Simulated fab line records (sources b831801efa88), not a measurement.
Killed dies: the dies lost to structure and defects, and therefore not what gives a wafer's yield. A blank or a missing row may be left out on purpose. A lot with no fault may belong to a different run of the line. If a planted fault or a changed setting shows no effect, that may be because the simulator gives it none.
The tool behind it: which one? :: flow gf180mcu :: 72 wafers from 24 lots sampled at 4 of the route's 602 steps

== WHAT THE GAUGES READ, wafer by wafer ==
GF_V3_OVL_MEAS_15. Usual: for V3_OVL the level is 4 nm and the standard deviation is 5.7.
lot: L074
measured: day 22 08:38
on: overlay-02
V3_OVL (nm): 5 3 1
flag: 

lot: L075
measured: day 22 15:38
on: overlay-01
V3_OVL (nm): 2 3 2
flag: 

lot: L076
measured: day 22 22:23
on: overlay-01
V3_OVL (nm): -8 -7 -2
flag: 

lot: L077
measured: day 23 13:02
on: overlay-02
V3_OVL (nm): 0 -3 -2
flag: 

lot: L078
measured: day 23 17:02
on: overlay-02
V3_OVL (nm): 8 3 6
flag: 

lot: L079
measured: day 24 06:29
on: overlay-02
V3_OVL (nm): 15 4 10
flag: 

lot: L080
measured: day 24 17:29
on: overlay-02
V3_OVL (nm): 8 7 3
flag: 

lot: L081
measured: day 25 00:44
on: overlay-02
V3_OVL (nm): 4 4 16
flag: 

lot: L082
measured: day 25 05:08
on: overlay-02
V3_OVL (nm): -4 -4 -12
flag: 

lot: L083
measured: day 25 16:59
on: overlay-01
V3_OVL (nm): 4 10 7
flag: 

lot: L084
measured: day 25 21:56
on: overlay-01
V3_OVL (nm): 6 12 11
flag: 

lot: L085
measured: day 25 23:51
on: overlay-01
V3_OVL (nm): 9 9 -3
flag: 

lot: L086
measured: day 26 14:08
on: overlay-01
V3_OVL (nm): 8 5 -2
flag: 

lot: L087
measured: day 26 20:47
on: overlay-01
V3_OVL (nm): 1 5 -2
flag: 

lot: L088
measured: day 27 12:47
on: overlay-01
V3_OVL (nm): -1 -1 2
flag: 

lot: L089
measured: day 27 14:47
on: overlay-01
V3_OVL (nm): 3 14 10
flag: 

lot: L090
measured: day 27 14:59
on: overlay-02
V3_OVL (nm): 9 4 4
flag: 

lot: L091
measured: day 28 09:47
on: overlay-01
V3_OVL (nm): 8 2 3
flag: 

lot: L092
measured: day 28 15:47
on: overlay-02
V3_OVL (nm): -1 16 6
flag: 

lot: L093
measured: day 29 04:05
on: overlay-02
V3_OVL (nm): -4 -4 10
flag: 

lot: L094
measured: day 29 05:23
on: overlay-02
V3_OVL (nm): 1 5 5
flag: 

lot: L095
measured: day 29 09:41
on: overlay-02
V3_OVL (nm): 9 8 5
flag: 

lot: L096
measured: day 29 19:29
on: overlay-02
V3_OVL (nm): 1 0 5
flag: 

lot: L097
measured: day 29 21:19
on: overlay-02
V3_OVL (nm): 10 3 16
flag: 

GF_M4_CD_MEAS_14: target cd 280 nm. Usual: cd-nm reads 280.1 nm (standard deviation 1.2).
lot: L074
measured: day 23 08:40
on: cd-sem-01
cd-nm (nm): 280.3 280.7 280.2
flag: 

lot: L075
measured: day 23 16:29
on: cd-sem-01
cd-nm (nm): 279.9 280.8 280.6
flag: 

lot: L076
measured: day 23 22:40
on: cd-sem-01
cd-nm (nm): 280.7 280.9 281.3
flag: 

lot: L077
measured: day 24 12:26
on: cd-sem-02
cd-nm (nm): 278.6 278.4 278.6
flag: 

lot: L078
measured: day 24 16:56
on: cd-sem-02
cd-nm (nm): 279.0 278.3 278.3
flag: 

lot: L079
measured: day 25 06:00
on: cd-sem-01
cd-nm (nm): 279.6 280.0 280.0
flag: 

lot: L080
measured: day 25 17:01
on: cd-sem-01
cd-nm (nm): 281.1 279.0 278.3
flag: 

lot: L081
measured: day 26 00:04
on: cd-sem-01
cd-nm (nm): 280.4 281.0 280.9
flag: 

lot: L082
measured: day 26 03:20
on: cd-sem-02
cd-nm (nm): 279.9 281.0 280.6
flag: 

lot: L083
measured: day 26 15:28
on: cd-sem-02
cd-nm (nm): 281.0 280.2 280.6
flag: 

lot: L084
measured: day 26 20:28
on: cd-sem-02
cd-nm (nm): 281.4 281.8 281.2
flag: 

lot: L085
measured: day 26 22:02
on: cd-sem-01
cd-nm (nm): 278.9 279.7 278.7
flag: 

lot: L086
measured: day 27 11:40
on: cd-sem-02
cd-nm (nm): 282.4 281.7 282.1
flag: 

lot: L087
measured: day 27 18:01
on: cd-sem-01
cd-nm (nm): 279.8 281.3 279.4
flag: 

lot: L088
measured: day 28 10:05
on: cd-sem-02
cd-nm (nm): 278.0 277.9 278.5
flag: 

lot: L089
measured: day 28 11:20
on: cd-sem-01
cd-nm (nm): 280.3 281.0 280.8
flag: 

lot: L090
measured: day 28 12:43
on: cd-sem-02
cd-nm (nm): 280.2 280.0 279.9
flag: 

lot: L091
measured: day 29 05:58
on: cd-sem-02
cd-nm (nm): 283.2 282.3 282.3
flag: 

lot: L092
measured: day 29 12:25
on: cd-sem-02
cd-nm (nm): 280.9 279.9 279.3
flag: 

lot: L093
measured: day 30 00:31
on: cd-sem-01
cd-nm (nm): 278.4 277.5 279.0
flag: 

lot: L094
measured: day 30 01:37
on: cd-sem-01
cd-nm (nm): 280.6 280.3 280.8
flag: 

lot: L095
measured: day 30 05:25
on: cd-sem-01
cd-nm (nm): 279.0 278.3 277.5
flag: 

lot: L096
measured: day 30 14:53
on: cd-sem-01
cd-nm (nm): 279.6 279.1 280.7
flag: 

lot: L097
measured: day 30 17:20
on: cd-sem-01
cd-nm (nm): 279.2 279.2 280.1
flag: 

== WHAT TOOL EACH LOT RAN ON (gives the tool, then ch and the chambers of the sampled wafers, and finally the start) ==
lot: L074
GF_M3_SPUTTER_04: pvd-sputter-01, day 20 07:46
GF_V3_CMP_26: cmp-02 ch 1,2, day 22 09:43

lot: L075
GF_M3_SPUTTER_04: pvd-sputter-01, day 20 14:29
GF_V3_CMP_26: cmp-01 ch 1,2,3, day 22 16:49

lot: L076
GF_M3_SPUTTER_04: pvd-sputter-03, day 20 21:27
GF_V3_CMP_26: cmp-01 ch 0,2, day 22 23:31

lot: L077
GF_M3_SPUTTER_04: pvd-sputter-02, day 21 13:18
GF_V3_CMP_26: cmp-01 ch 0,1,3, day 23 14:07

lot: L078
GF_M3_SPUTTER_04: pvd-sputter-01, day 21 16:59
GF_V3_CMP_26: cmp-02 ch 1,2,3, day 23 18:10

lot: L079
GF_M3_SPUTTER_04: pvd-sputter-02, day 22 07:13
GF_V3_CMP_26: cmp-02 ch 1,3, day 24 07:37

lot: L080
GF_M3_SPUTTER_04: pvd-sputter-01, day 22 18:33
GF_V3_CMP_26: cmp-02 ch 0,3, day 24 18:37

lot: L081
GF_M3_SPUTTER_04: pvd-sputter-02, day 22 22:37
GF_V3_CMP_26: cmp-01 ch 0,1,3, day 25 01:52

lot: L082
GF_M3_SPUTTER_04: pvd-sputter-02, day 23 07:53
GF_V3_CMP_26: cmp-01 ch 0,1,3, day 25 06:34

lot: L083
GF_M3_SPUTTER_04: pvd-sputter-03, day 23 19:42
GF_V3_CMP_26: cmp-01 ch 0,1,3, day 25 18:04

lot: L084
GF_M3_SPUTTER_04: pvd-sputter-02, day 24 01:00
GF_V3_CMP_26: cmp-01 ch 0,2,3, day 25 23:02

lot: L085
GF_M3_SPUTTER_04: pvd-sputter-01, day 24 02:28
GF_V3_CMP_26: cmp-02 ch 0,1, day 26 00:56

lot: L086
GF_M3_SPUTTER_04: pvd-sputter-02, day 24 17:08
GF_V3_CMP_26: cmp-02 ch 0,2, day 26 15:16

lot: L087
GF_M3_SPUTTER_04: pvd-sputter-01, day 25 00:53
GF_V3_CMP_26: cmp-01 ch 0,2, day 26 21:57

lot: L088
GF_M3_SPUTTER_04: pvd-sputter-02, day 25 17:28
GF_V3_CMP_26: cmp-01 ch 0,2,3, day 27 14:08

lot: L089
GF_M3_SPUTTER_04: pvd-sputter-01, day 25 19:46
GF_V3_CMP_26: cmp-02 ch 0,2,3, day 27 15:56

lot: L090
GF_M3_SPUTTER_04: pvd-sputter-01, day 25 21:18
GF_V3_CMP_26: cmp-01 ch 2,3, day 27 16:07

lot: L091
GF_M3_SPUTTER_04: pvd-sputter-03, day 26 15:52
GF_V3_CMP_26: cmp-01 ch 1,2,3, day 28 10:59

lot: L092
GF_M3_SPUTTER_04: pvd-sputter-01, day 26 22:44
GF_V3_CMP_26: cmp-01 ch 0,2,3, day 28 16:58

lot: L093
GF_M3_SPUTTER_04: pvd-sputter-01, day 27 12:46
GF_V3_CMP_26: cmp-02 ch 0,1,2, day 29 05:10

lot: L094
GF_M3_SPUTTER_04: pvd-sputter-03, day 27 13:40
GF_V3_CMP_26: cmp-01 ch 1,2,3, day 29 06:28

lot: L095
GF_M3_SPUTTER_04: pvd-sputter-02, day 27 17:30
GF_V3_CMP_26: cmp-01 ch 1,2,3, day 29 10:48

lot: L096
GF_M3_SPUTTER_04: pvd-sputter-01, day 28 04:17
GF_V3_CMP_26: cmp-01 ch 0,1,3, day 29 20:34

lot: L097
GF_M3_SPUTTER_04: pvd-sputter-01, day 28 05:53
GF_V3_CMP_26: cmp-02 ch 1,2, day 29 22:28
- GF_M3_SPUTTER_04: material TiN, target thk 50 nm, time 41.7 s.
- GF_V3_CMP_26: polishes, stops on SiO2, t overpolish 15.98 s, target thk 0 nm.

== WHAT THE TOOLS THEMSELVES READ (means of the sampled wafers that have a number; where no wafer has one, the mark that the record gives instead) ==
GF_M3_SPUTTER_04. Usual: throttle-valve-pct reads 30.1 % (standard deviation 1.1).
lot: L074
tool: pvd-sputter-01
throttle-valve-pct (%): 29.9
flag: 

lot: L075
tool: pvd-sputter-01
throttle-valve-pct (%): 30.5
flag: 

lot: L076
tool: pvd-sputter-03
throttle-valve-pct (%): 29.9
flag: 

lot: L077
tool: pvd-sputter-02
throttle-valve-pct (%): 30.6
flag: 

lot: L078
tool: pvd-sputter-01
throttle-valve-pct (%): 30.6
flag: 

lot: L079
tool: pvd-sputter-02
throttle-valve-pct (%): 30.7
flag: 

lot: L080
tool: pvd-sputter-01
throttle-valve-pct (%): 30.2
flag: 

lot: L081
tool: pvd-sputter-02
throttle-valve-pct (%): 30.8
flag: 

lot: L082
tool: pvd-sputter-02
throttle-valve-pct (%): 30.6
flag: 

lot: L083
tool: pvd-sputter-03
throttle-valve-pct (%): 28.8
flag: 

lot: L084
tool: pvd-sputter-02
throttle-valve-pct (%): 30.4
flag: 

lot: L085
tool: pvd-sputter-01
throttle-valve-pct (%): 30.7
flag: 

lot: L086
tool: pvd-sputter-02
throttle-valve-pct (%): 30.5
flag: 

lot: L087
tool: pvd-sputter-01
throttle-valve-pct (%): 29.6
flag: 

lot: L088
tool: pvd-sputter-02
throttle-valve-pct (%): 30.8
flag: 

lot: L089
tool: pvd-sputter-01
throttle-valve-pct (%): 29.0
flag: 

lot: L090
tool: pvd-sputter-01
throttle-valve-pct (%): 30.2
flag: 

lot: L091
tool: pvd-sputter-03
throttle-valve-pct (%): 30.5
flag: 

lot: L092
tool: pvd-sputter-01
throttle-valve-pct (%): 30.9
flag: 

lot: L093
tool: pvd-sputter-01
throttle-valve-pct (%): 30.9
flag: 

lot: L094
tool: pvd-sputter-03
throttle-valve-pct (%): 30.1
flag: 

lot: L095
tool: pvd-sputter-02
throttle-valve-pct (%): 30.7
flag: 

lot: L096
tool: pvd-sputter-01
throttle-valve-pct (%): 29.8
flag: 

lot: L097
tool: pvd-sputter-01
throttle-valve-pct (%): 29.4
flag: 

GF_V3_CMP_26. Usual: motor-current-A 10.2 A, standard deviation 0.59; overpolish-run-s 15.980 s, standard deviation 0.0089; time-to-endpoint-s 84 s, standard deviation 3.3.
lot: L074
tool: cmp-02
motor-current-A (A): 10.6
overpolish-run-s (s): 15.972
time-to-endpoint-s (s): 82
flag: 

lot: L075
tool: cmp-01
motor-current-A (A): 10.1
overpolish-run-s (s): 15.978
time-to-endpoint-s (s): 87
flag: 

lot: L076
tool: cmp-01
motor-current-A (A): 10.3
overpolish-run-s (s): 15.982
time-to-endpoint-s (s): 88
flag: 

lot: L077
tool: cmp-01
motor-current-A (A): 10.1
overpolish-run-s (s): 15.977
time-to-endpoint-s (s): 91
flag: 

lot: L078
tool: cmp-02
motor-current-A (A): 10.7
overpolish-run-s (s): 15.972
time-to-endpoint-s (s): 82
flag: 

lot: L079
tool: cmp-02
motor-current-A (A): 10.7
overpolish-run-s (s): 15.973
time-to-endpoint-s (s): 82
flag: 

lot: L080
tool: cmp-02
motor-current-A (A): 11.2
overpolish-run-s (s): 15.983
time-to-endpoint-s (s): 82
flag: 

lot: L081
tool: cmp-01
motor-current-A (A): 9.8
overpolish-run-s (s): 15.983
time-to-endpoint-s (s): 89
flag: 

lot: L082
tool: cmp-01
motor-current-A (A): 10.2
overpolish-run-s (s): 15.983
time-to-endpoint-s (s): 88
flag: 

lot: L083
tool: cmp-01
motor-current-A (A): 10.1
overpolish-run-s (s): 15.977
time-to-endpoint-s (s): 85
flag: 

lot: L084
tool: cmp-01
motor-current-A (A): 9.8
overpolish-run-s (s): 15.987
time-to-endpoint-s (s): 87
flag: 

lot: L085
tool: cmp-02
motor-current-A (A): 10.0
overpolish-run-s (s): 15.978
time-to-endpoint-s (s): 82
flag: 

lot: L086
tool: cmp-02
motor-current-A (A): 10.1
overpolish-run-s (s): 15.974
time-to-endpoint-s (s): 78
flag: 

lot: L087
tool: cmp-01
motor-current-A (A): 10.1
overpolish-run-s (s): 15.976
time-to-endpoint-s (s): 83
flag: 

lot: L088
tool: cmp-01
motor-current-A (A): 9.8
overpolish-run-s (s): 15.981
time-to-endpoint-s (s): 87
flag: 

lot: L089
tool: cmp-02
motor-current-A (A): 10.8
overpolish-run-s (s): 15.973
time-to-endpoint-s (s): 87
flag: 

lot: L090
tool: cmp-01
motor-current-A (A): 9.6
overpolish-run-s (s): 15.977
time-to-endpoint-s (s): 86
flag: 

lot: L091
tool: cmp-01
motor-current-A (A): 10.2
overpolish-run-s (s): 15.983
time-to-endpoint-s (s): 85
flag: 

lot: L092
tool: cmp-01
motor-current-A (A): 9.5
overpolish-run-s (s): 15.983
time-to-endpoint-s (s): 86
flag: 

lot: L093
tool: cmp-02
motor-current-A (A): 10.3
overpolish-run-s (s): 15.974
time-to-endpoint-s (s): 80
flag: 

lot: L094
tool: cmp-01
motor-current-A (A): 10.6
overpolish-run-s (s): 15.978
time-to-endpoint-s (s): 84
flag: 

lot: L095
tool: cmp-01
motor-current-A (A): 10.3
overpolish-run-s (s): 15.984
time-to-endpoint-s (s): 84
flag: 

lot: L096
tool: cmp-01
motor-current-A (A): 9.7
overpolish-run-s (s): 15.979
time-to-endpoint-s (s): 82
flag: 

lot: L097
tool: cmp-02
motor-current-A (A): 10.9
overpolish-run-s (s): 15.981
time-to-endpoint-s (s): 77
flag: 

== THE ANSWER, worked out from the rows above alone ==
Rule: lot off if the mean of its wafers having a number is beyond 3 standard deviations from the usual mean. Also off: a lot with no number at a reading for which 4 or more lots have one. Any other lot the step has rows for is counted as sound. The gauges are gone through in route order, then the tools' own readings, and for those a lot's mean is taken as printed above. The first step at which some lot is off is used, and at that step the reading that is off furthest; a lot without a number counts as furthest.
None of the lots is off at any reading shown; this tells nothing.

== WHAT WAS PUT IN BY THE SIMULATOR ==
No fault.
